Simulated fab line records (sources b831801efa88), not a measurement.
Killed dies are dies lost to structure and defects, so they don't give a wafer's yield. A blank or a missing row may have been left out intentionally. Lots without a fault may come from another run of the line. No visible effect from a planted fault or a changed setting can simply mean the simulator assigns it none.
Matching of chambers | flow sky130 | cmp-02 running SKY_VIA4_CMP_02: 4 sister chambers
The step polishes SiO2. 4 wafers are shown with their chamber, then 9 later ones without.

== EACH WAFER AND ITS CHAMBER ==
wafer  | chamber | motorCurrentA (A)
L856.1 | 3       | 14.8
L862.2 | 2       | 12.0
L864.5 | 1       | 11.7
L864.6 | 0       | 13.0

== WAFERS MISSING THEIR CHAMBER ==
wafer  | motorCurrentA (A)
L863.2 | 12.3
L863.4 | 12.6
L863.6 | 15.3
L870.1 | 13.0
L870.4 | 11.9
L870.5 | 12.9
L871.1 | 12.2
L871.2 | 14.2
L871.3 | 11.3

== EACH ONE'S CHAMBER ==
wafer  | from the rows above          | in truth
L863.2 | can't be placed: 2 or 1 or 0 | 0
L863.4 | can't be placed: 0 or 2 or 1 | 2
L863.6 | 3                            | 3
L870.1 | 0                            | 0
L870.4 | can't be placed: 2 or 1      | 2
L870.5 | 0                            | 0
L871.1 | can't be placed: 2 or 1 or 0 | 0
L871.2 | can't be placed: 3 or 0      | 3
L871.3 | can't be placed: 1 or 2      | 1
3 of 9 placed correctly. These rows do not allow placing 6 (true chamber among the candidates in 6). Placed wrongly: 0.
How it was worked out, from the rows above alone: a wafer's distance from a chamber is the root of the sum, over the readings, of the square of ((its reading less the chamber's mean) divided by the reading's scatter). If the next closest chamber is less than 2 further off than the closest, the wafer can't be placed; otherwise it belongs to the closest. A chamber's mean is the mean of its shown wafers. The scatter: with one shown wafer a chamber, the root of the mean of the squares of how far each hidden wafer lies from its nearest shown one.
